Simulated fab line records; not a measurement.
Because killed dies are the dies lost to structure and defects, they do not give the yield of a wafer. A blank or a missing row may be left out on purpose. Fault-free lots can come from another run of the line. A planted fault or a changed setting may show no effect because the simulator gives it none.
Which tool did it? || flow sky130 || 13 lots, 39 wafers sampled, at 4 steps of a route of 708

== WHAT THE GAUGES SHOWED, per wafer ==
SKY_LDD_LDN_OVL_MEAS_07. Usual: LDD_LDN_OVL gives 0.0 nm (standard deviation 1.3).
{"lot": "L658", "measured": "day 22 19:26", "on": "overlay-01", "LDD_LDN_OVL (nm)": "0.3 1.0 -1.2", "flag": ""}
{"lot": "L659", "measured": "day 23 06:40", "on": "overlay-01", "LDD_LDN_OVL (nm)": "0.3 0.0 -0.8", "flag": ""}
{"lot": "L660", "measured": "day 23 11:32", "on": "overlay-02", "LDD_LDN_OVL (nm)": "-0.2 -0.4 0.0", "flag": ""}
{"lot": "L661", "measured": "day 23 14:28", "on": "overlay-01", "LDD_LDN_OVL (nm)": "-0.1 -1.3 1.5", "flag": ""}
{"lot": "L664", "measured": "day 25 21:35", "on": "overlay-02", "LDD_LDN_OVL (nm)": "-2.1 -2.5 -4.3", "flag": ""}
{"lot": "L666", "measured": "day 26 10:01", "on": "overlay-01", "LDD_LDN_OVL (nm)": "2.2 1.5 1.6", "flag": ""}
{"lot": "L667", "measured": "day 26 13:19", "on": "overlay-02", "LDD_LDN_OVL (nm)": "0.5 1.7 -1.2", "flag": ""}
{"lot": "L665", "measured": "day 26 16:52", "on": "overlay-01", "LDD_LDN_OVL (nm)": "-1.7 -1.4 -2.4", "flag": ""}
{"lot": "L669", "measured": "day 27 04:28", "on": "overlay-02", "LDD_LDN_OVL (nm)": "0.2 -0.2 -0.4", "flag": ""}
{"lot": "L673", "measured": "day 28 09:07", "on": "overlay-02", "LDD_LDN_OVL (nm)": "58.8 59.7 58.5 59.8 59.9 58.8", "flag": "OFF"}
{"lot": "L674", "measured": "day 28 22:07", "on": "overlay-01", "LDD_LDN_OVL (nm)": "60.8 59.8 59.6 62.6 60.5 60.2", "flag": "OFF"}
{"lot": "L675", "measured": "day 29 02:44", "on": "overlay-01", "LDD_LDN_OVL (nm)": "63.8 63.5 63.8 64.4 64.0 64.7", "flag": "OFF"}
{"lot": "L681", "measured": "day 30 18:30", "on": "overlay-01", "LDD_LDN_OVL (nm)": "0.0 2.6 2.3", "flag": ""}

SKY_POLY_CUT_CD_MEAS_08: the cd target is 270 nm. Usual: 270.0 nm for cd nm, sd 1.4.
{"lot": "L658", "measured": "day 24 03:19", "on": "cd sem-02", "cd nm (nm)": "267.6 269.1 268.5", "flag": ""}
{"lot": "L659", "measured": "day 24 14:50", "on": "cd sem-01", "cd nm (nm)": "270.8 270.5 270.2", "flag": ""}
{"lot": "L660", "measured": "day 24 19:49", "on": "cd sem-02", "cd nm (nm)": "271.3 269.1 270.3", "flag": ""}
{"lot": "L661", "measured": "day 24 23:10", "on": "cd sem-01", "cd nm (nm)": "269.9 268.6 268.6", "flag": ""}
{"lot": "L664", "measured": "day 27 04:02", "on": "cd sem-02", "cd nm (nm)": "271.3 270.3 270.5", "flag": ""}
{"lot": "L666", "measured": "day 27 17:14", "on": "cd sem-01", "cd nm (nm)": "269.9 269.2 270.6", "flag": ""}
{"lot": "L667", "measured": "day 27 21:34", "on": "cd sem-01", "cd nm (nm)": "271.1 271.1 271.0", "flag": ""}
{"lot": "L665", "measured": "day 27 23:59", "on": "cd sem-02", "cd nm (nm)": "267.4 269.1 268.3", "flag": ""}
{"lot": "L669", "measured": "day 28 10:43", "on": "cd sem-02", "cd nm (nm)": "272.4 272.4 272.9", "flag": ""}
{"lot": "L681", "measured": "day 31 23:40", "on": "cd sem-01", "cd nm (nm)": "271.2 271.9 270.0", "flag": ""}

== EACH LOT AND THE TOOL THAT RAN IT (in order: tool; ch and the chambers of the sampled wafers; start) ==
{"lot": "L658", "SKY_LDD_HVP_STRIP_09": "plasma asher-02 ch 0,1, day 21 12:39", "SKY_LDD_LDN_EXPOSE_04": "iline stepper-01 ch 0, day 22 04:32"}
{"lot": "L659", "SKY_LDD_HVP_STRIP_09": "plasma asher-01 ch 0,1, day 21 23:42", "SKY_LDD_LDN_EXPOSE_04": "iline stepper-02 ch 0, day 22 15:01"}
{"lot": "L660", "SKY_LDD_HVP_STRIP_09": "plasma asher-03 ch 0,1, day 22 05:07", "SKY_LDD_LDN_EXPOSE_04": "iline stepper-02 ch 0, day 22 20:28"}
{"lot": "L661", "SKY_LDD_HVP_STRIP_09": "plasma asher-02 ch 0,1, day 22 08:34", "SKY_LDD_LDN_EXPOSE_04": "iline stepper-02 ch 0, day 22 23:41"}
{"lot": "L664", "SKY_LDD_HVP_STRIP_09": "plasma asher-03 ch 0,1, day 24 15:46", "SKY_LDD_LDN_EXPOSE_04": "iline stepper-02 ch 0, day 25 06:55"}
{"lot": "L666", "SKY_LDD_HVP_STRIP_09": "plasma asher-03 ch 0,1, day 25 05:10", "SKY_LDD_LDN_EXPOSE_04": "iline stepper-02 ch 0, day 25 19:37"}
{"lot": "L667", "SKY_LDD_HVP_STRIP_09": "plasma asher-02 ch 0,1, day 25 08:10", "SKY_LDD_LDN_EXPOSE_04": "iline stepper-01 ch 0, day 25 23:23"}
{"lot": "L665", "SKY_LDD_HVP_STRIP_09": "plasma asher-01 ch 0,1, day 25 11:34", "SKY_LDD_LDN_EXPOSE_04": "iline stepper-01 ch 0, day 26 02:41"}
{"lot": "L669", "SKY_LDD_HVP_STRIP_09": "plasma asher-01 ch 0,1, day 25 23:01", "SKY_LDD_LDN_EXPOSE_04": "iline stepper-01 ch 0, day 26 13:23"}
{"lot": "L673", "SKY_LDD_HVP_STRIP_09": "plasma asher-01 ch 0,1, day 27 04:32", "SKY_LDD_LDN_EXPOSE_04": "iline stepper-02 ch 0, day 27 18:56"}
{"lot": "L674", "SKY_LDD_HVP_STRIP_09": "plasma asher-03 ch 0,1, day 27 17:48", "SKY_LDD_LDN_EXPOSE_04": "iline stepper-02 ch 0, day 28 08:25"}
{"lot": "L675", "SKY_LDD_HVP_STRIP_09": "plasma asher-03 ch 0,1, day 27 23:19", "SKY_LDD_LDN_EXPOSE_04": "iline stepper-02 ch 0, day 28 13:25"}
{"lot": "L681", "SKY_LDD_HVP_STRIP_09": "plasma asher-03 ch 0,1, day 29 15:10", "SKY_LDD_LDN_EXPOSE_04": "iline stepper-01 ch 0, day 30 05:11"}
- SKY_LDD_HVP_STRIP_09: strips in O2/N2.
- SKY_LDD_LDN_EXPOSE_04: exposes mask LDNTM, target cd 700 nm.

== WHAT THE TOOLS THEMSELVES READ (means of the sampled wafers that have a number; where no wafer has one, the mark that the record gives instead) ==
SKY_LDD_HVP_STRIP_09. Usual: drypump motor current A 5.6 A, standard deviation 0.49; oes product au 0.409 a.u., standard deviation 0.0046; strip time to endpoint s 4.140 s, standard deviation 0.015.
{"lot": "L658", "tool": "plasma asher-02", "drypump motor current A (A)": 5.8, "oes product au (a.u.)": 0.408, "strip time to endpoint s (s)": 4.156, "flag": ""}
{"lot": "L659", "tool": "plasma asher-01", "drypump motor current A (A)": 5.7, "oes product au (a.u.)": 0.410, "strip time to endpoint s (s)": 4.158, "flag": ""}
{"lot": "L660", "tool": "plasma asher-03", "drypump motor current A (A)": 5.7, "oes product au (a.u.)": 0.408, "strip time to endpoint s (s)": 4.132, "flag": ""}
{"lot": "L661", "tool": "plasma asher-02", "drypump motor current A (A)": 5.8, "oes product au (a.u.)": 0.407, "strip time to endpoint s (s)": 4.129, "flag": ""}
{"lot": "L664", "tool": "plasma asher-03", "drypump motor current A (A)": 5.7, "oes product au (a.u.)": 0.409, "strip time to endpoint s (s)": 4.135, "flag": ""}
{"lot": "L666", "tool": "plasma asher-03", "drypump motor current A (A)": 5.7, "oes product au (a.u.)": 0.407, "strip time to endpoint s (s)": 4.140, "flag": ""}
{"lot": "L667", "tool": "plasma asher-02", "drypump motor current A (A)": 5.9, "oes product au (a.u.)": 0.411, "strip time to endpoint s (s)": 4.125, "flag": ""}
{"lot": "L665", "tool": "plasma asher-01", "drypump motor current A (A)": 5.5, "oes product au (a.u.)": 0.412, "strip time to endpoint s (s)": 4.154, "flag": ""}
{"lot": "L669", "tool": "plasma asher-01", "drypump motor current A (A)": 5.5, "oes product au (a.u.)": 0.412, "strip time to endpoint s (s)": 4.135, "flag": ""}
{"lot": "L673", "tool": "plasma asher-01", "drypump motor current A (A)": 5.8, "oes product au (a.u.)": 0.407, "strip time to endpoint s (s)": 4.133, "flag": ""}
{"lot": "L674", "tool": "plasma asher-03", "drypump motor current A (A)": 5.7, "oes product au (a.u.)": 0.409, "strip time to endpoint s (s)": 4.139, "flag": ""}
{"lot": "L675", "tool": "plasma asher-03", "drypump motor current A (A)": 5.3, "oes product au (a.u.)": 0.406, "strip time to endpoint s (s)": 4.160, "flag": ""}
{"lot": "L681", "tool": "plasma asher-03", "drypump motor current A (A)": 5.3, "oes product au (a.u.)": 0.410, "strip time to endpoint s (s)": 4.135, "flag": ""}

SKY_LDD_LDN_EXPOSE_04. Usual: 140.01 for exposure dose mJ cm2, sd 0.13.
{"lot": "L658", "tool": "iline stepper-01", "exposure dose mJ cm2": 139.92, "flag": ""}
{"lot": "L659", "tool": "iline stepper-02", "exposure dose mJ cm2": 140.06, "flag": ""}
{"lot": "L660", "tool": "iline stepper-02", "exposure dose mJ cm2": 139.89, "flag": ""}
{"lot": "L661", "tool": "iline stepper-02", "exposure dose mJ cm2": 139.93, "flag": ""}
{"lot": "L664", "tool": "iline stepper-02", "exposure dose mJ cm2": 139.99, "flag": ""}
{"lot": "L666", "tool": "iline stepper-02", "exposure dose mJ cm2": 139.94, "flag": ""}
{"lot": "L667", "tool": "iline stepper-01", "exposure dose mJ cm2": 140.01, "flag": ""}
{"lot": "L665", "tool": "iline stepper-01", "exposure dose mJ cm2": 139.97, "flag": ""}
{"lot": "L669", "tool": "iline stepper-01", "exposure dose mJ cm2": 139.89, "flag": ""}
{"lot": "L673", "tool": "iline stepper-02", "exposure dose mJ cm2": 139.97, "flag": ""}
{"lot": "L674", "tool": "iline stepper-02", "exposure dose mJ cm2": 140.01, "flag": ""}
{"lot": "L675", "tool": "iline stepper-02", "exposure dose mJ cm2": 140.15, "flag": ""}
{"lot": "L681", "tool": "iline stepper-01", "exposure dose mJ cm2": 140.05, "flag": ""}

== THE ANSWER, worked out from the rows above alone ==
Rule: a lot counts as off when the mean over its wafers that have a number is more than 3 standard deviations away from the usual mean. Also off: a lot with no number at a reading for which 4 or more lots have one. All remaining lots with rows at the step are treated as sound. First the gauges in route order, then the tools' own readings, where a lot's mean is used as printed above. The first step at which some lot is off is used, and at that step the reading that is off furthest; a lot without a number counts as furthest.
Off: L673, L674, L675, seen at SKY_LDD_LDN_OVL_MEAS_07 (LDD_LDN_OVL).
If a tool, at a process step before that reading, ran all the lots that are off and no sound lot after the first of them, it fits. Gauges at SKY_LDD_LDN_OVL_MEAS_07: tried the same way as those tools. One fits: SKY_LDD_LDN_EXPOSE_04 on iline stepper-02. A fault onset in the window from L666 (day 25 19:37, its last sound lot) to L673 (day 27 18:56, its first lot off) fits.

== WHAT HAD BEEN PUT IN BY THE SIMULATOR ==
Scanner matching overlay: iline stepper-02, from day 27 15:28 on, at SKY_LDD_LDN_EXPOSE_04. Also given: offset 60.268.
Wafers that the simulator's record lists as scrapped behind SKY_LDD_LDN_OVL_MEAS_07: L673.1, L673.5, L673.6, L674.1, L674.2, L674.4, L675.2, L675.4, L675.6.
Struck lots among those shown: L673, L674, L675. This agrees with what the rule above found.
